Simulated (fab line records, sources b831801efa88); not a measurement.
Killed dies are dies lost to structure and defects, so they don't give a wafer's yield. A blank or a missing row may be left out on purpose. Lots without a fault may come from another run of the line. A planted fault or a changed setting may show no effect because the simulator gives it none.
fab line records | flow sky130
record lots=6 wafers=18 last_day=49
route steps=708 shown DNWELL@41 PWDE@45 NWELL@56 PAD_OPEN@708
lots that met no fault: from a run of the same line without faults
start_h: hours from the record's first day to the start of the lot's first wafer shown | wait_h: hours since the lot's step before | " the same as in the row above | L1.1+2: a row that stands for several wafers | - no value, or no start given | * or withheld: withheld | < > ~ a bound
route shown NAME@n: a module of which the file shows steps, and the number in the route of the first | usual: mean/standard deviation of fault-free wafers | same: alike in all rows | chamber/n: place in a boat | sites: the reading at each site | _std_site: their standard deviation | _edge_site: outer sites' mean less inner sites' | radius_mm: how far each site lies from the wafer's centre | mask NAME#n: copy n | behind: the tool/chamber that last shaped the wafer | hold: why the lot was held/for how many hours/how that ended | device: the transistor (n, p or np) that didn't switch | end of line: the same wafers' tests at the end of the route | a step without rows: its recipe alone | killed: dies lost to structure and defects at the first sort, not the wafer's yield | map: a wafer's dies, x killed, . not, _ none there
set.NAME: the setting as run; set.NAME@STEP: as run at that earlier step | model.NAME: the simulator's own value behind a step, which no gauge read
lots at some steps of the route; a table a step, a row a wafer
services: from which hour (start_h, from the record's first day; less than 0 if before it) a tool's chamber was out of use, for how many hours, and why
## steps
# step SKY_DNWELL_DEVELOP_06
# recipe wall_angle_deg=90 developer=TMAH develop_time_s=60 dev_temp_c=23
# step SKY_DNWELL_IMPLANT_07
# recipe species=P energy_kev=withheld dose_cm2=withheld tilt_deg=withheld
# step SKY_DNWELL_STRIP_08
# recipe chemistry=O2/N2 power_w=1400 pressure_mtorr=1500 platen_temp_c=withheld o2_flow_sccm=3000 n2_flow_sccm=300 overash_fraction=0.5
# usual drypump_motor_current_A=5.8/0.39 n2_flow_sccm=299.9/0.78 oes_product_au=0.722/0.0048 strip_time_to_endpoint_s=36.92/0.086
# columns lot.wafer tool chamber start_h wait_h drypump_motor_current_A n2_flow_sccm oes_product_au rf_hours_counter_h strip_time_to_endpoint_s
L512.1 plasma_asher-01 1 56.09 0.1 5.6 300.8 0.718 23 36.81
L512.3 " 0 " " 6.2 300.7 0.728 - 36.81
L512.5 " 0 " " 6.2 299.4 0.729 - 36.77
L517.1 plasma_asher-01 1 84.95 0.1 5.6 299.5 0.713 27 36.85
L517.5 " 1 " " 5.5 301.0 0.718 - 36.87
L517.6 " 0 " " 6.2 299.3 0.722 - 36.85
L525.1 plasma_asher-02 0 127.27 0.1 5.8 299.0 0.726 1 36.96
L525.3 " 0 " " 5.8 299.8 0.722 - 36.84
L525.6 " 0 " " 5.8 299.3 0.721 - 36.93
L526.1 plasma_asher-04 0 131.57 0.1 5.8 298.9 0.730 45 37.00
L526.4 " 0 " " 5.8 300.4 0.714 - 36.95
L526.5 " 0 " " 5.8 300.0 0.721 - 36.99
L528.1 plasma_asher-04 0 144.27 0.1 5.8 298.8 0.726 46 36.88
L528.4 " 1 " " 4.9 299.2 0.726 - 36.97
L528.6 " 0 " " 5.9 299.5 0.721 - 36.89
L530.2 plasma_asher-04 0 155.90 0.1 5.9 299.1 0.726 47 36.90
L530.4 " 0 " " 5.8 300.8 0.722 - 36.86
L530.5 " 1 " " 4.9 300.4 0.708 - 36.89
# step SKY_DNWELL_TW_MEAS_09
# usual DNWELL_TW=1111/11
# columns lot.wafer tool chamber start_h wait_h DNWELL_TW
L512.1 film_metro-02 - 56.19 0.1 1110
L512.3 " - " " 1109
L512.5 " - " " 1108
L517.1 film_metro-04 - 85.05 0.1 1125
L517.5 " - " " 1123
L517.6 " - " " 1117
L525.1 film_metro-04 - 127.37 0.1 1117
L525.3 " - " " 1123
L525.6 " - " " 1124
L526.1 film_metro-02 - 131.67 0.1 1116
L526.4 " - " " 1108
L526.5 " - " " 1118
L528.1 film_metro-03 - 144.37 0.1 1104
L528.4 " - " " 1105
L528.6 " - " " 1099
L530.2 film_metro-02 - 156.01 0.1 1116
L530.4 " - " " 1110
L530.5 " - " " 1123
# step SKY_PWDE_DEHYDRATE_00
# recipe temp_c=200 time_s=60
# step SKY_PWDE_HMDS_01
# recipe prime_time_s=60 prime_temp_c=120
# step SKY_PWDE_COAT_02
# recipe spin_rpm=1975 resist_thk_nm=3000
# step SKY_PWDE_SOFTBAKE_03
# recipe temp_c=110 time_s=withheld
# step SKY_PWDE_EXPOSE_04
# recipe mask_id=PWDEM na=0.6 source_shape=conventional sigma_outer=0.6 polarization=unpolarized target_cd_nm=840 dose_mj=214
# step SKY_PWDE_PEB_05
# recipe temp_c=115 time_s=withheld
# step SKY_PWDE_DEVELOP_06
# recipe wall_angle_deg=90 developer=TMAH develop_time_s=60 dev_temp_c=23
# step SKY_PWDE_OVL_MEAS_07
# usual PWDE_OVL=-0.4/1.5
# columns lot.wafer tool chamber start_h wait_h PWDE_OVL[nm]
L512.1 overlay-02 - 72.32 - 0.1
L512.3 " - " " 0.6
L512.5 " - " " -1.0
L517.1 overlay-02 - 102.50 - -1.4
L517.5 " - " " -1.5
L517.6 " - " " -0.7
L525.1 overlay-02 - 146.75 - -2.0
L525.3 " - " " -0.8
L525.6 " - " " -0.6
L526.1 overlay-01 - 150.67 - 0.8
L526.4 " - " " 0.7
L526.5 " - " " 0.8
L528.1 overlay-02 - 163.05 - -1.3
L528.4 " - " " 0.7
L528.6 " - " " 0.5
L530.2 overlay-01 - 175.75 - -0.6
L530.4 " - " " 0.1
L530.5 " - " " 1.6
# step SKY_PWDE_IMPLANT_08
# recipe species=B energy_kev=150 dose_cm2=3.6e+12 tilt_deg=withheld
# usual beam_energy_keV=149.99/0.044
# columns lot.wafer tool chamber start_h wait_h beam_energy_keV model.implant.rp_nm model.implant.drp_nm
L512.1 implanter-03 0 72.36 0.0 150.02 434.3 97.97
L512.3 " 0 " " 150.04 434.3 97.97
L512.5 " 0 " " 150.00 434.3 97.97
L517.1 implanter-03 0 102.54 0.0 149.93 428.6 97.97
L517.5 " 0 " " 149.98 428.6 97.97
L517.6 " 0 " " 149.98 428.6 97.97
L525.1 implanter-03 0 146.78 0.0 186.29 518.6 106
L525.3 " 0 " " 186.32 518.6 106
L525.6 " 0 " " 186.29 518.6 106
L526.1 implanter-03 0 150.71 0.0 186.31 512 106
L526.4 " 0 " " 186.30 512 106
L526.5 " 0 " " 186.31 512 106
L528.1 implanter-01 0 163.08 0.0 149.99 447.1 97.97
L528.4 " 0 " " 150.01 447.1 97.97
L528.6 " 0 " " 149.98 447.1 97.97
L530.2 implanter-02 0 175.81 0.0 149.93 433 97.97
L530.4 " 0 " " 150.04 433 97.97
L530.5 " 0 " " 150.02 433 97.97
# step SKY_PWDE_STRIP_09
# recipe chemistry=O2/N2 power_w=1400 pressure_mtorr=1500 platen_temp_c=withheld o2_flow_sccm=3000 n2_flow_sccm=300 overash_fraction=0.5
# usual drypump_motor_current_A=5.90/0.3 n2_flow_sccm=300.0/0.95 oes_product_au=0.723/0.0047 strip_time_to_endpoint_s=37.13/0.13
# columns lot.wafer tool chamber start_h wait_h drypump_motor_current_A n2_flow_sccm oes_product_au rf_hours_counter_h strip_time_to_endpoint_s
L512.1 plasma_asher-01 0 72.51 0.1 6.21 299.0 0.723 25 36.94
L512.3 " 1 " " 5.56 301.8 0.729 - 36.83
L512.5 " 0 " " 6.17 299.8 0.716 - 36.93
L517.1 plasma_asher-03 1 102.69 0.1 6.34 300.8 0.719 42 36.91
L517.5 " 0 " " 5.56 299.0 0.727 - 36.89
L517.6 " 1 " " 6.32 300.2 0.736 - 36.97
L525.1 plasma_asher-02 1 146.93 0.1 6.07 300.0 0.728 3 37.02
L525.3 " 1 " " 6.07 300.7 0.728 - 36.99
L525.6 " 0 " " 5.76 300.0 0.725 - 37.05
L526.1 plasma_asher-02 1 150.86 0.1 6.06 299.5 0.719 3 37.29
L526.4 " 1 " " 6.06 299.0 0.724 - 37.26
L526.5 " 0 " " 5.80 301.3 0.724 - 37.18
L528.1 plasma_asher-03 1 163.23 0.1 6.33 302.4 0.719 49 37.12
L528.4 " 0 " " 5.57 299.7 0.724 - 37.14
L528.6 " 1 " " 6.35 300.9 0.724 - 36.97
L530.2 plasma_asher-02 0 175.93 0.1 5.76 301.3 0.725 6 37.19
L530.4 " 1 " " 6.03 299.9 0.723 - 37.21
L530.5 " 1 " " 6.07 298.8 0.721 - 37.14
# step SKY_PWDE_TW_MEAS_10
# usual PWDE_TW=375/3.5
# columns lot.wafer tool chamber start_h wait_h PWDE_TW
L512.1 film_metro-02 - 72.61 0.1 374
L512.3 " - " " 372
L512.5 " - " " 371
L517.1 film_metro-02 - 102.80 0.1 372
L517.5 " - " " 372
L517.6 " - " " 373
L525.1 film_metro-03 - 147.03 0.1 374
L525.3 " - " " 376
L525.6 " - " " 372
L526.1 film_metro-02 - 150.99 0.1 378
L526.4 " - " " 378
L526.5 " - " " 378
L528.1 film_metro-02 - 163.36 0.1 373
L528.4 " - " " 373
L528.6 " - " " 373
L530.2 film_metro-03 - 176.04 0.1 370
L530.4 " - " " 372
L530.5 " - " " 371
# step SKY_NWELL_DEHYDRATE_03
# recipe temp_c=200 time_s=60
# step SKY_NWELL_HMDS_04
# recipe prime_time_s=60 prime_temp_c=120
# step SKY_NWELL_COAT_05
# recipe spin_rpm=2000 resist_thk_nm=3000
# step SKY_NWELL_SOFTBAKE_06
# recipe temp_c=110 time_s=withheld
# step SKY_NWELL_EXPOSE_07
# recipe mask_id=NWM na=0.6 source_shape=conventional sigma_outer=0.6 polarization=unpolarized target_cd_nm=840 dose_mj=255
# step SKY_NWELL_PEB_08
# recipe temp_c=115 time_s=withheld
# step SKY_NWELL_DEVELOP_09
# recipe wall_angle_deg=90 developer=TMAH develop_time_s=60 dev_temp_c=23
# step SKY_NWELL_OVL_MEAS_10
# usual NWELL_00_OVL=0.8/1.3
# columns lot.wafer tool chamber start_h wait_h NWELL_00_OVL[nm]
L512.1 overlay-01 - 89.19 - 2.2
L512.3 " - " " 2.7
L512.5 " - " " 1.9
L517.1 overlay-01 - 120.45 - 2.1
L517.5 " - " " 1.3
L517.6 " - " " 2.7
L525.1 overlay-01 - 166.35 - 1.8
L525.3 " - " " 1.4
L525.6 " - " " 1.8
L526.1 overlay-01 - 171.14 - 2.7
L526.4 " - " " 1.3
L526.5 " - " " 1.9
L528.1 overlay-02 - 183.14 - 2.7
L528.4 " - " " 2.7
L528.6 " - " " -0.1
L530.2 overlay-01 - 196.75 - 3.0
L530.4 " - " " 0.9
L530.5 " - " " 0.6
# step SKY_NWELL_IMPLANT_11
# recipe species=P energy_kev=403.5 dose_cm2=1.9e+13 tilt_deg=withheld
# step SKY_NWELL_IMPLANT_12
# recipe species=P energy_kev=120 dose_cm2=1.3e+12 tilt_deg=withheld
# step SKY_NWELL_IMPLANT_13
# recipe species=P energy_kev=50 dose_cm2=7e+11 tilt_deg=withheld
# step SKY_NWELL_STRIP_14
# recipe chemistry=O2/N2 power_w=1400 pressure_mtorr=1500 platen_temp_c=withheld o2_flow_sccm=3000 n2_flow_sccm=300 overash_fraction=0.5
# usual drypump_motor_current_A=5.6/0.5 n2_flow_sccm=300.0/0.81 oes_product_au=0.722/0.0043 strip_time_to_endpoint_s=36.94/0.11
# columns lot.wafer tool chamber start_h wait_h drypump_motor_current_A n2_flow_sccm oes_product_au rf_hours_counter_h strip_time_to_endpoint_s
L512.1 plasma_asher-04 1 89.67 0.1 4.9 300.5 0.728 40 36.83
L512.3 " 1 " " 4.9 299.9 0.724 - 36.89
L512.5 " 0 " " 5.8 299.9 0.723 - 36.89
L517.1 plasma_asher-03 0 120.93 0.1 5.6 299.4 0.724 44 36.89
L517.5 " 1 " " 6.3 300.0 0.728 - 36.96
L517.6 " 0 " " 5.6 298.5 0.718 - 36.92
L525.1 plasma_asher-03 0 166.84 0.1 5.6 299.1 0.723 49 36.92
L525.3 " 1 " " 6.3 300.5 0.720 - 36.95
L525.6 " 1 " " 6.3 299.7 0.725 - 36.84
L526.1 plasma_asher-04 0 171.62 0.1 5.8 299.3 0.728 49 37.05
L526.4 " 0 " " 5.8 299.7 0.719 - 36.86
L526.5 " 1 " " 4.9 300.5 0.727 - 36.93
L528.1 plasma_asher-01 0 183.62 0.1 6.2 301.2 0.722 36 36.88
L528.4 " 1 " " 5.5 299.1 0.719 - 36.99
L528.6 " 0 " " 6.2 301.3 0.724 - 36.98
L530.2 plasma_asher-04 1 197.23 0.1 4.9 300.3 0.722 51 36.88
L530.4 " 0 " " 5.8 299.1 0.721 - 36.98
L530.5 " 0 " " 5.8 299.8 0.719 - 36.90
# step SKY_NWELL_TW_MEAS_15
# usual NWELL_TW=1816/20
# columns lot.wafer tool chamber start_h wait_h NWELL_TW
L512.1 film_metro-02 - 89.77 0.1 1821
L512.3 " - " " 1816
L512.5 " - " " 1816
L517.1 film_metro-03 - 121.03 0.1 1772
L517.5 " - " " 1785
L517.6 " - " " 1784
L525.1 film_metro-02 - 166.94 0.1 1819
L525.3 " - " " 1825
L525.6 " - " " 1819
L526.1 film_metro-04 - 171.72 0.1 1843
L526.4 " - " " 1837
L526.5 " - " " 1843
L528.1 film_metro-04 - 183.72 0.1 1824
L528.4 " - " " 1822
L528.6 " - " " 1826
L530.2 film_metro-02 - 197.34 0.1 1834
L530.4 " - " " 1832
L530.5 " - " " 1824
# step SKY_NWELL_DEHYDRATE_16
# recipe temp_c=200 time_s=60
# step SKY_NWELL_HMDS_17
# recipe prime_time_s=60 prime_temp_c=120
# step SKY_NWELL_COAT_18
# recipe spin_rpm=2000 resist_thk_nm=3000
# step SKY_NWELL_SOFTBAKE_19
# recipe temp_c=110 time_s=withheld
# step SKY_NWELL_EXPOSE_20
# recipe mask_id=NWM_COMPLEMENT na=0.6 source_shape=conventional sigma_outer=0.6 polarization=unpolarized target_cd_nm=840 dose_mj=260
# step SKY_NWELL_PEB_21
# recipe temp_c=115 time_s=withheld
# step SKY_NWELL_DEVELOP_22
# recipe wall_angle_deg=90 developer=TMAH develop_time_s=60 dev_temp_c=23
# step SKY_NWELL_OVL_MEAS_23
# usual NWELL_01_OVL=0.6/1.4
# columns lot.wafer tool chamber start_h wait_h NWELL_01_OVL[nm]
L512.1 overlay-02 - 106.95 - 0.9
L512.3 " - " " 2.1
L512.5 " - " " -1.4
L517.1 overlay-01 - 140.04 - 0.8
L517.5 " - " " -1.6
L517.6 " - " " 0.6
L525.1 overlay-01 - 187.55 - 0.0
L525.3 " - " " 2.0
L525.6 " - " " 0.8
L526.1 overlay-01 - 191.70 - 0.3
L526.4 " - " " 1.3
L526.5 " - " " 1.0
L528.1 overlay-01 - 205.50 - 2.0
L528.4 " - " " 0.8
L528.6 " - " " 2.3
L530.2 overlay-01 - 218.79 - 2.9
L530.4 " - " " 1.8
L530.5 " - " " 0.4
# step SKY_NWELL_IMPLANT_24
# recipe species=B energy_kev=140 dose_cm2=9.2e+12 tilt_deg=withheld
# step SKY_NWELL_STRIP_25
# recipe chemistry=O2/N2 power_w=1400 pressure_mtorr=1500 platen_temp_c=withheld o2_flow_sccm=3000 n2_flow_sccm=300 overash_fraction=0.5
# usual drypump_motor_current_A=5.7/0.48 n2_flow_sccm=299.9/0.98 oes_product_au=0.723/0.0046 strip_time_to_endpoint_s=36.95/0.1
# columns lot.wafer tool chamber start_h wait_h drypump_motor_current_A n2_flow_sccm oes_product_au rf_hours_counter_h strip_time_to_endpoint_s
L512.1 plasma_asher-03 0 107.13 0.1 5.6 301.3 0.731 43 36.79
L512.3 " 1 " " 6.4 299.6 0.717 - 36.84
L512.5 " 1 " " 6.4 299.9 0.726 - 36.80
L517.1 plasma_asher-04 0 140.22 0.1 5.8 299.0 0.723 45 36.98
L517.5 " 0 " " 5.8 300.8 0.730 - 36.95
L517.6 " 1 " " 4.9 301.1 0.727 - 36.88
L525.1 plasma_asher-04 0 187.74 0.1 5.9 300.2 0.724 50 36.99
L525.3 " 0 " " 5.8 302.0 0.717 - 36.94
L525.6 " 1 " " 4.9 298.6 0.719 - 36.97
L526.1 plasma_asher-03 0 191.89 0.1 5.6 299.0 0.720 51 36.89
L526.4 " 1 " " 6.3 299.1 0.724 - 36.93
L526.5 " 0 " " 5.6 297.9 0.721 - 36.98
L528.1 plasma_asher-03 0 205.69 0.1 5.6 299.6 0.723 52 36.98
L528.4 " 0 " " 5.6 298.8 0.728 - 36.78
L528.6 " 1 " " 6.3 300.0 0.729 - 36.86
L530.2 plasma_asher-04 0 218.97 0.1 5.8 299.6 0.728 54 36.93
L530.4 " 1 " " 4.9 299.1 0.724 - 36.88
L530.5 " 0 " " 5.8 299.8 0.725 - 37.00
# step SKY_NWELL_TW_MEAS_26
# usual NWELL_2_TW=495/5.4
# columns lot.wafer tool chamber start_h wait_h NWELL_2_TW
L512.1 film_metro-02 - 107.23 0.1 493
L512.3 " - " " 496
L512.5 " - " " 497
L517.1 film_metro-03 - 140.32 0.1 486
L517.5 " - " " 488
L517.6 " - " " 485
L525.1 film_metro-04 - 187.84 0.1 498
L525.3 " - " " 499
L525.6 " - " " 499
L526.1 film_metro-04 - 191.99 0.1 499
L526.4 " - " " 502
L526.5 " - " " 507
L528.1 film_metro-02 - 205.79 0.1 498
L528.4 " - " " 501
L528.6 " - " " 494
L530.2 film_metro-04 - 219.08 0.1 497
L530.4 " - " " 497
L530.5 " - " " 496
# step SKY_NWELL_CLEAN_27
# recipe chemistry=SC1/SC2 mix=1:4:20 temp_c=70 time_s=150 dry=n2_spin
# step SKY_NWELL_RTA_28
# recipe temp_c=1050 time_s=30 idle_temp_c=650 ramp_up_c_per_s=150 ramp_down_c_per_s=90 ambient=N2
# usual chamber_o2_ppm=1.997/0.023 lamp_power_pct=25.31/0.052 wafer_temp_C_max=1054.7/0.95
# columns lot.wafer tool chamber start_h wait_h chamber_o2_ppm lamp_power_pct wafer_temp_C_max
L512.1 rtp_anneal-01 0 107.35 0.0 2.006 25.23 1055.4
L512.3 " 0 " " 1.999 25.30 1054.8
L512.5 " 0 " " 2.002 25.32 1054.5
L517.1 rtp_anneal-01 0 140.43 0.0 1.996 25.26 1055.9
L517.5 " 0 " " 1.988 25.38 1055.1
L517.6 " 0 " " 1.985 25.30 1054.6
L525.1 rtp_anneal-02 0 187.95 0.0 1.999 25.34 1053.4
L525.3 " 0 " " 2.030 25.35 1055.5
L525.6 " 0 " " 2.004 25.27 1054.3
L526.1 rtp_anneal-01 0 192.10 0.0 2.032 25.34 1053.7
L526.4 " 0 " " 2.009 25.32 1054.4
L526.5 " 0 " " 2.012 25.29 1054.0
L528.1 rtp_anneal-01 0 205.90 0.0 2.017 25.29 1054.5
L528.4 " 0 " " 2.014 25.35 1054.6
L528.6 " 0 " " 2.030 25.40 1053.8
L530.2 rtp_anneal-02 0 219.20 0.0 2.012 25.18 1055.7
L530.4 " 0 " " 1.986 25.33 1054.4
L530.5 " 0 " " 2.020 25.37 1054.9
# step SKY_NWELL_RS_MEAS_29
# recipe thk_meas_gauge=four-point-probe
# usual NWELL_RS=622.4/1.6
# columns lot.wafer tool chamber start_h wait_h NWELL_RS[ohm/sq]
L512.1 film_metro-02 - 107.45 0.1 619.6
L512.3 " - " " 621.0
L512.5 " - " " 622.0
L517.1 film_metro-03 - 140.53 0.1 623.3
L517.5 " - " " 621.7
L517.6 " - " " 625.7
L525.1 film_metro-03 - 188.05 0.1 618.9
L525.3 " - " " 617.9
L525.6 " - " " 620.3
L526.1 film_metro-04 - 192.20 0.1 624.6
L526.4 " - " " 623.3
L526.5 " - " " 624.7
L528.1 film_metro-03 - 206.00 0.1 623.4
L528.4 " - " " 624.8
L528.6 " - " " 622.7
L530.2 film_metro-04 - 219.30 0.1 625.2
L530.4 " - " " 621.2
L530.5 " - " " 623.8
# step SKY_NWELL_RS_MEAS_31
# recipe thk_meas_gauge=four-point-probe
# usual PWDE_RS=5270/18
# columns lot.wafer tool chamber start_h wait_h PWDE_RS[ohm/sq]
L512.1 film_metro-02 - 107.69 0.1 5237
L512.3 " - " " 5258
L512.5 " - " " 5256
L517.1 film_metro-03 - 140.77 0.1 5270
L517.5 " - " " 5283
L517.6 " - " " 5243
L525.1 film_metro-03 - 188.29 0.1 5192
L525.3 " - " " 5196
L525.6 " - " " 5196
L526.1 film_metro-04 - 192.44 0.1 5217
L526.4 " - " " 5235
L526.5 " - " " 5223
L528.1 film_metro-03 - 206.24 0.1 5282
L528.4 " - " " 5267
L528.6 " - " " 5275
L530.2 film_metro-04 - 219.54 0.1 5259
L530.4 " - " " 5259
L530.5 " - " " 5240
# step SKY_PAD_OPEN_PROBE_99
# usual killed_at_M0_to_M3=45/7.9 killed_at_M4_up=2.9/1.8 killed_at_contacts=25/5.5 killed_at_front_end=16/4.4 killed_at_other=0.3/0.58 killed_dies=89/9.4 killed_open=49/6.8 killed_short=40/6.3
# same gross_dies=492 killed_at_back_side=0
# columns lot.wafer tool chamber start_h wait_h killed_at_M0_to_M3 killed_at_M4_up killed_at_contacts killed_at_front_end killed_at_other killed_dies killed_open killed_short model.etest.res_p_drift_20v.line_ohm_um model.etest.res_p_drift_20v.rs_ohm_sq model.etest.res_pwde_under_gate.rs_ohm_sq
L512.1 prober-02 - 1074.47 0.1 43 4 24 20 0 91 47 43 1.144e+04 9670 6084
L512.3 prober-02 - 1074.57 0.2 36 7 27 10 0 80 41 39 1.147e+04 9837 6158
L512.5 prober-02 - 1074.67 0.2 32 7 24 18 0 81 43 38 1.134e+04 9355 6142
L517.1 prober-01 - 1111.23 0.1 51 5 27 13 0 96 57 39 1.23e+04 1.024e+04 6247
L517.5 prober-01 - 1111.43 0.2 39 2 21 9 0 71 40 31 1.236e+04 1.014e+04 6300
L517.6 prober-01 - 1111.48 0.2 36 3 25 10 0 74 37 37 1.228e+04 1.013e+04 6234
L525.1 prober-02 - 1156.26 0.1 43 5 29 10 0 87 51 36 8522 7135 6168
L525.3 prober-02 - 1156.36 0.2 48 1 26 16 1 92 54 38 8557 7100 6189
L525.6 prober-02 - 1156.51 0.2 38 3 24 10 0 75 34 41 8532 7128 6184
L526.1 prober-01 - 1159.01 0.1 47 3 30 16 1 97 52 44 8692 7454 6319
L526.4 prober-01 - 1159.16 0.2 45 3 20 21 0 89 42 46 8788 7444 6309
L526.5 prober-01 - 1159.21 0.2 38 3 24 13 0 78 37 41 8690 7363 6321
L528.1 prober-01 - 1174.88 0.1 50 2 36 28 0 116 62 53 1.089e+04 9019 6168
L528.4 prober-01 - 1175.03 0.2 45 1 35 19 0 100 60 40 1.067e+04 8897 6152
L528.6 prober-01 - 1175.13 0.2 41 2 33 19 0 95 52 43 1.07e+04 8971 6146
L530.2 prober-01 - 1184.46 0.1 53 3 27 15 0 98 63 35 1.184e+04 9940 6258
L530.4 prober-01 - 1184.56 0.2 54 0 31 13 1 99 48 49 1.186e+04 9912 6247
L530.5 prober-01 - 1184.61 0.2 47 3 22 13 0 85 41 43 1.214e+04 9936 6238
# killed by level:class
L512.1 LI_CONTACT:geometric_particle:open=10 METAL1:geometric_particle:short=7 VIA3:geometric_particle:open=7 POLY_GATE:geometric_particle:open=6 VIA1:geometric_particle:short=6 VIA1:geometric_particle:open=6 POLY_GATE:geometric_particle:short=5 LOCAL_INTERCONNECT:geometric_particle:short=4
L512.3 VIA3:geometric_particle:open=9 LI_CONTACT:geometric_particle:open=8 VIA1:geometric_particle:open=7 LI_CONTACT:geometric_particle:short=5 CONTACT:geometric_particle:short=5 CONTACT:geometric_particle:open=5 METAL1:geometric_particle:short=5 METAL4:geometric_particle:short=5
L512.5 CONTACT:geometric_particle:open=9 VIA1:geometric_particle:open=8 FIELD_ISO:geometric_particle:open=6 LI_CONTACT:geometric_particle:open=5 METAL2:geometric_particle:short=5 POLY_GATE:geometric_particle:short=4 LI_CONTACT:geometric_particle:short=4 CONTACT:geometric_particle:short=4
L517.1 VIA1:geometric_particle:open=12 CONTACT:geometric_particle:open=10 VIA3:geometric_particle:open=8 POLY_GATE:geometric_particle:short=7 LI_CONTACT:geometric_particle:open=7 VIA2:geometric_particle:open=7 CONTACT:geometric_particle:short=6 METAL1:geometric_particle:short=5
L517.5 VIA1:geometric_particle:open=10 CONTACT:geometric_particle:open=8 METAL2:geometric_particle:short=7 LI_CONTACT:geometric_particle:open=6 VIA3:geometric_particle:open=5 CONTACT:geometric_particle:short=4 METAL1:geometric_particle:short=4 LI_CONTACT:geometric_particle:short=3
L517.6 CONTACT:geometric_particle:open=9 METAL1:geometric_particle:short=7 VIA1:geometric_particle:open=7 LI_CONTACT:geometric_particle:open=6 CONTACT:geometric_particle:short=6 METAL2:geometric_particle:short=5 POLY_GATE:geometric_particle:open=4 VIA2:geometric_particle:open=4
L525.1 CONTACT:geometric_particle:open=15 VIA1:geometric_particle:open=9 VIA3:geometric_particle:open=8 METAL2:geometric_particle:short=7 LI_CONTACT:geometric_particle:open=6 VIA2:geometric_particle:open=6 FIELD_ISO:geometric_particle:open=5 METAL4:geometric_particle:short=5
L525.3 CONTACT:geometric_particle:open=17 VIA1:geometric_particle:open=10 METAL1:geometric_particle:short=6 VIA3:geometric_particle:open=6 POLY_GATE:geometric_particle:short=5 VIA1:geometric_particle:short=5 VIA2:geometric_particle:open=5 METAL2:geometric_particle:short=4
L525.6 CONTACT:geometric_particle:open=11 METAL1:geometric_particle:short=7 VIA1:geometric_particle:open=7 POLY_GATE:geometric_particle:short=6 CONTACT:geometric_particle:short=6 LI_CONTACT:geometric_particle:open=5 METAL2:geometric_particle:short=5 VIA3:geometric_particle:open=4
L526.1 VIA1:geometric_particle:open=13 CONTACT:geometric_particle:open=12 LI_CONTACT:geometric_particle:open=9 VIA3:geometric_particle:open=7 METAL2:geometric_particle:short=6 VIA3:geometric_particle:short=6 CONTACT:geometric_particle:short=5 VIA1:geometric_particle:short=5
L526.4 VIA3:geometric_particle:open=9 VIA1:geometric_particle:open=8 CONTACT:geometric_particle:open=8 VIA1:geometric_particle:short=7 CONTACT:geometric_particle:short=6 FIELD_ISO:geometric_particle:short=5 POLY_GATE:geometric_particle:short=5 METAL1:geometric_particle:short=4
L526.5 CONTACT:geometric_particle:open=13 VIA1:geometric_particle:short=7 VIA1:geometric_particle:open=7 CONTACT:geometric_particle:short=6 METAL1:geometric_particle:short=5 POLY_GATE:geometric_particle:open=4 LOCAL_INTERCONNECT:geometric_particle:short=4 METAL2:geometric_particle:short=4
L528.1 VIA3:geometric_particle:open=10 LI_CONTACT:geometric_particle:open=10 VIA1:geometric_particle:open=10 CONTACT:geometric_particle:open=10 CONTACT:geometric_particle:short=7 POLY_GATE:geometric_particle:open=6 POLY_GATE:geometric_particle:short=6 VIA1:geometric_particle:short=6
L528.4 LI_CONTACT:geometric_particle:open=12 CONTACT:geometric_particle:open=12 VIA1:geometric_particle:open=10 POLY_GATE:geometric_particle:open=6 METAL2:geometric_particle:short=6 METAL1:geometric_particle:short=5 VIA2:geometric_particle:open=5 VIA3:geometric_particle:open=5
L528.6 CONTACT:geometric_particle:open=12 LI_CONTACT:geometric_particle:open=8 VIA2:geometric_particle:open=7 METAL1:geometric_particle:short=7 VIA1:geometric_particle:open=7 FIELD_ISO:geometric_particle:short=6 FIELD_ISO:geometric_particle:open=5 LOCAL_INTERCONNECT:geometric_particle:short=5
L530.2 CONTACT:geometric_particle:open=12 VIA1:geometric_particle:open=12 VIA2:geometric_particle:open=11 LI_CONTACT:geometric_particle:open=7 VIA3:geometric_particle:open=6 METAL2:geometric_particle:short=6 CONTACT:geometric_particle:short=5 FIELD_ISO:geometric_particle:open=4
L530.4 METAL1:geometric_particle:short=10 LI_CONTACT:geometric_particle:open=9 VIA1:geometric_particle:open=9 CONTACT:geometric_particle:open=8 CONTACT:geometric_particle:short=7 VIA2:geometric_particle:short=6 METAL2:geometric_particle:open=6 VIA2:geometric_particle:open=5
L530.5 VIA1:geometric_particle:open=10 CONTACT:geometric_particle:open=8 VIA2:geometric_particle:open=8 METAL2:geometric_particle:short=7 VIA3:geometric_particle:open=7 FIELD_ISO:geometric_particle:short=5 CONTACT:geometric_particle:short=5 VIA2:geometric_particle:short=4
## services
# columns tool chamber start_h hours kind
implanter-02 - 46.30 10.2 repair
plasma_asher-02 - 50.92 12.2 repair
plasma_asher-04 - 62.36 23.2 repair
plasma_asher-02 - 63.09 2.8 pm
rtp_anneal-02 - 95.47 5.8 pm
plasma_asher-02 - 108.75 9.0 pm
plasma_asher-02 0 108.75 9.0 vent_cycle
plasma_asher-02 1 108.75 9.0 vent_cycle
plasma_asher-02 0 117.75 - clean
plasma_asher-02 1 117.75 - clean
implanter-03 - 127.10 6.2 repair
plasma_asher-02 - 137.03 0.9 repair
plasma_asher-01 - 143.17 5.7 repair
plasma_asher-01 - 149.24 7.1 repair
implanter-01 - 163.44 2.5 repair
implanter-02 - 177.51 2.5 repair
implanter-01 - 209.01 2.9 repair
plasma_asher-01 - 210.37 3.9 repair
plasma_asher-03 - 214.46 12.2 repair
## key
first_sign step=SKY_PWDE_IMPLANT_08 reading=beam_energy_keV direction=up sigmas=99+ usual=* struck=*
effect step=SKY_NWELL_RS_MEAS_31 reading=PWDE_RS direction=down sigmas=3.4 usual=5270 struck=5210
model_effect step=SKY_PWDE_IMPLANT_08 value=implant.rp_nm without=436.5 struck=515.3
model_effect step=SKY_PAD_OPEN_PROBE_99 value=etest.res_p_drift_20v.line_ohm_um without=1.134e+04 struck=8630
met_at SKY_PWDE_IMPLANT_08
struck_wafers L525.1,L525.3,L525.6,L526.1,L526.4,L526.5
tester_left_out L525,L526
onset_between 102.54 146.78
fault kind=process_parameter_drift tool=implanter-03 chamber=- onset_h=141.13 steps=SKY_PWDE_IMPLANT_08 channel=energy_kev offset=* shape=step end_h=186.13 acts_in=* stated=*
# tester_left_out: of these lots the tester's yield and bins aren't shown, on N5 and GAA mostly nor the transistor test; their killed dies are dies lost to structure and defects alone, not to doping, threshold or leakage, so they don't give the yield
